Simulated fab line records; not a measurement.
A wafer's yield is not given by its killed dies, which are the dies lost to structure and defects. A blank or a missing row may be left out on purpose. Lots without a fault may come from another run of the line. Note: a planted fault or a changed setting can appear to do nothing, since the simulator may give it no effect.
Check of tool commonality :: flow sky130 :: Sample size 14 lots and 42 wafers

WHY IT WAS OPENED
At SKY_METAL1_THK_MEAS_06 the reading METAL1_ALCU_THK is flagged on 2 of 14 lots. Wafers without a fault read 255 nm, standard deviation 3.3.
Rule: a lot is flagged in two cases, either no wafer of it has a number, or all its wafers with numbers fall more than 4 standard deviations from that mean. All remaining lots are regarded as sound.

lot: L200
measured: day 33 07:25
on: film-metro-01
METAL1_ALCU_THK (nm), wafer by wafer: 259 254 259
flag: 

lot: L201
measured: day 34 02:36
on: film-metro-03
METAL1_ALCU_THK (nm), wafer by wafer: 254 256 250
flag: 

lot: L203
measured: day 34 09:43
on: film-metro-03
METAL1_ALCU_THK (nm), wafer by wafer: 256 256 253
flag: 

lot: L204
measured: day 34 13:43
on: film-metro-02
METAL1_ALCU_THK (nm), wafer by wafer: 261 257 258
flag: 

lot: L207
measured: day 35 16:48
on: film-metro-01
METAL1_ALCU_THK (nm), wafer by wafer: 247 244 252
flag: 

lot: L209
measured: day 36 15:25
on: film-metro-03
METAL1_ALCU_THK (nm), wafer by wafer: 259 256 258
flag: 

lot: L213
measured: day 37 17:05
on: film-metro-03
METAL1_ALCU_THK (nm), wafer by wafer: 259 258 257
flag: 

lot: L214
measured: day 37 19:58
on: film-metro-01
METAL1_ALCU_THK (nm), wafer by wafer: 293 290 289
flag: FLAGGED

lot: L215
measured: day 38 02:33
on: film-metro-01
METAL1_ALCU_THK (nm), wafer by wafer: 290 291 293
flag: FLAGGED

lot: L216
measured: day 38 03:58
on: film-metro-01
METAL1_ALCU_THK (nm), wafer by wafer: 256 256 258
flag: 

lot: L218
measured: day 38 22:25
on: film-metro-01
METAL1_ALCU_THK (nm), wafer by wafer: 256 259 256
flag: 

lot: L219
measured: day 39 12:53
on: film-metro-03
METAL1_ALCU_THK (nm), wafer by wafer: 256 254 256
flag: 

lot: L220
measured: day 39 13:46
on: film-metro-03
METAL1_ALCU_THK (nm), wafer by wafer: 251 247 254
flag: 

lot: L221
measured: day 39 22:08
on: film-metro-02
METAL1_ALCU_THK (nm), wafer by wafer: 256 253 257
flag: 
The mean of the flagged lots' numbers is 291 nm, +36 nm from the usual (+11 standard deviations).

WHICH TOOL RAN EACH LOT
Before the reading, the record contains 3 process steps out of a 708-step route. In each cell: the tool, then ch and the chambers that the sampled wafers went through, then the start.
lot: L200
flag: 
SKY_CONTACT_CVD_00: pecvd-04 ch 1,2, day 32 01:05
SKY_CONTACT_ETCH_16: rie-diel-01 ch 0,3, day 33 05:46
SKY_METAL1_SPUTTER_04: pvd-sputter-04, day 33 07:14

lot: L201
flag: 
SKY_CONTACT_CVD_00: pecvd-04 ch 1,2, day 32 20:34
SKY_CONTACT_ETCH_16: rie-diel-02 ch 0,1, day 34 00:58
SKY_METAL1_SPUTTER_04: pvd-sputter-04, day 34 02:26

lot: L203
flag: 
SKY_CONTACT_CVD_00: pecvd-03 ch 0,1, day 33 03:31
SKY_CONTACT_ETCH_16: rie-diel-04 ch 0,2,3, day 34 08:04
SKY_METAL1_SPUTTER_04: pvd-sputter-04, day 34 09:32

lot: L204
flag: 
SKY_CONTACT_CVD_00: pecvd-04 ch 0,1,2, day 33 07:35
SKY_CONTACT_ETCH_16: rie-diel-04 ch 1,2, day 34 12:04
SKY_METAL1_SPUTTER_04: pvd-sputter-02, day 34 13:32

lot: L207
flag: 
SKY_CONTACT_CVD_00: pecvd-03 ch 1,2, day 34 11:20
SKY_CONTACT_ETCH_16: rie-diel-04 ch 1,2, day 35 15:07
SKY_METAL1_SPUTTER_04: pvd-sputter-02, day 35 16:38

lot: L209
flag: 
SKY_CONTACT_CVD_00: pecvd-04 ch 0,2, day 35 09:40
SKY_CONTACT_ETCH_16: rie-diel-04 ch 1,2,3, day 36 13:46
SKY_METAL1_SPUTTER_04: pvd-sputter-03, day 36 15:14

lot: L213
flag: 
SKY_CONTACT_CVD_00: pecvd-04 ch 0,1,2, day 36 11:40
SKY_CONTACT_ETCH_16: rie-diel-04 ch 0,1,2, day 37 15:22
SKY_METAL1_SPUTTER_04: pvd-sputter-02, day 37 16:55

lot: L214
flag: FLAGGED
SKY_CONTACT_CVD_00: pecvd-03 ch 0,2, day 36 15:38
SKY_CONTACT_ETCH_16: rie-diel-04 ch 2,3, day 37 18:04
SKY_METAL1_SPUTTER_04: pvd-sputter-04, day 37 19:47

lot: L215
flag: FLAGGED
SKY_CONTACT_CVD_00: pecvd-03 ch 0,2, day 36 22:04
SKY_CONTACT_ETCH_16: rie-diel-01 ch 0,2,3, day 38 00:49
SKY_METAL1_SPUTTER_04: pvd-sputter-04, day 38 02:22

lot: L216
flag: 
SKY_CONTACT_CVD_00: pecvd-01 ch 0,1,2, day 36 23:02
SKY_CONTACT_ETCH_16: rie-diel-01 ch 1,2,3, day 38 02:13
SKY_METAL1_SPUTTER_04: pvd-sputter-03, day 38 03:46

lot: L218
flag: 
SKY_CONTACT_CVD_00: pecvd-03 ch 0,1, day 37 17:40
SKY_CONTACT_ETCH_16: rie-diel-02 ch 0,1,2, day 38 20:43
SKY_METAL1_SPUTTER_04: pvd-sputter-04, day 38 22:14

lot: L219
flag: 
SKY_CONTACT_CVD_00: pecvd-03 ch 0,1, day 38 07:55
SKY_CONTACT_ETCH_16: rie-diel-04 ch 0,1,3, day 39 11:13
SKY_METAL1_SPUTTER_04: pvd-sputter-04, day 39 12:43

lot: L220
flag: 
SKY_CONTACT_CVD_00: pecvd-01 ch 0,1,2, day 38 09:43
SKY_CONTACT_ETCH_16: rie-diel-02 ch 0,1,2, day 39 12:04
SKY_METAL1_SPUTTER_04: pvd-sputter-03, day 39 13:35

lot: L221
flag: 
SKY_CONTACT_CVD_00: pecvd-04 ch 0,2, day 38 18:24
SKY_CONTACT_ETCH_16: rie-diel-02 ch 1,2,3, day 39 20:28
SKY_METAL1_SPUTTER_04: pvd-sputter-02, day 39 21:57
What these steps do:
- SKY_CONTACT_CVD_00: deposits Si3N4, target thk 75 nm.
- SKY_CONTACT_ETCH_16: etches BARC in N2/H2, stops on SiO2, time 45.9 s, target depth 60 nm.
- SKY_METAL1_SPUTTER_04: material TiN, target thk 70 nm, time 58.3 s.
- SKY_METAL1_THK_MEAS_06: measures by xrf.

FLAGGED OVER TOTAL, TOOL BY TOOL (the gauges that took the reading come last)
step: SKY_CONTACT_CVD_00
tool: pecvd-01
lots run: 2
flagged: 0
share of the flagged lots: none
sound lots run after its first flagged lot: -

step: SKY_CONTACT_CVD_00
tool: pecvd-03
lots run: 6
flagged: 2
share of the flagged lots: all
sound lots run after its first flagged lot: 2 (L218,L219)

step: SKY_CONTACT_CVD_00
tool: pecvd-04
lots run: 6
flagged: 0
share of the flagged lots: none
sound lots run after its first flagged lot: -

step: SKY_CONTACT_ETCH_16
tool: rie-diel-01
lots run: 3
flagged: 1
share of the flagged lots: some
sound lots run after its first flagged lot: 1 (L216)

step: SKY_CONTACT_ETCH_16
tool: rie-diel-02
lots run: 4
flagged: 0
share of the flagged lots: none
sound lots run after its first flagged lot: -

step: SKY_CONTACT_ETCH_16
tool: rie-diel-04
lots run: 7
flagged: 1
share of the flagged lots: some
sound lots run after its first flagged lot: 1 (L219)

step: SKY_METAL1_SPUTTER_04
tool: pvd-sputter-02
lots run: 4
flagged: 0
share of the flagged lots: none
sound lots run after its first flagged lot: -

step: SKY_METAL1_SPUTTER_04
tool: pvd-sputter-03
lots run: 3
flagged: 0
share of the flagged lots: none
sound lots run after its first flagged lot: -

step: SKY_METAL1_SPUTTER_04
tool: pvd-sputter-04
lots run: 7
flagged: 2
share of the flagged lots: all
sound lots run after its first flagged lot: 2 (L218,L219)

step: SKY_METAL1_THK_MEAS_06
tool: film-metro-01
lots run: 6
flagged: 2
share of the flagged lots: all
sound lots run after its first flagged lot: 2 (L216,L218)

step: SKY_METAL1_THK_MEAS_06
tool: film-metro-02
lots run: 2
flagged: 0
share of the flagged lots: none
sound lots run after its first flagged lot: -

step: SKY_METAL1_THK_MEAS_06
tool: film-metro-03
lots run: 6
flagged: 0
share of the flagged lots: none
sound lots run after its first flagged lot: -

WHAT THE TABLE PERMITS
In the table, 3 rows ran each flagged lot (pecvd-03 at SKY_CONTACT_CVD_00; pvd-sputter-04 at SKY_METAL1_SPUTTER_04; film-metro-01 at SKY_METAL1_THK_MEAS_06).
- pecvd-03 at SKY_CONTACT_CVD_00 ran 6 lots, 2 of them flagged. After the first flagged lot (L218, L219), sound lots still ran on it; a lasting fault on the whole tool would not permit that.
- pvd-sputter-04 at SKY_METAL1_SPUTTER_04 ran 7 lots, 2 of them flagged. After the first flagged lot (L218, L219), sound lots still ran on it; a lasting fault on the whole tool would not permit that. On the flagged lots its readings are blank where sound lots have values: cathode-dc-power-W, chamber-pressure-pa, throttle-valve-pct.
- film-metro-01 at SKY_METAL1_THK_MEAS_06 ran 6 lots, 2 of them flagged. After the first flagged lot (L216, L218), sound lots still ran on it; a lasting fault on the whole tool would not permit that.
There is no row in the table that ran each flagged lot and no sound lot after the first.

WHAT WAS PUT IN BY THE SIMULATOR
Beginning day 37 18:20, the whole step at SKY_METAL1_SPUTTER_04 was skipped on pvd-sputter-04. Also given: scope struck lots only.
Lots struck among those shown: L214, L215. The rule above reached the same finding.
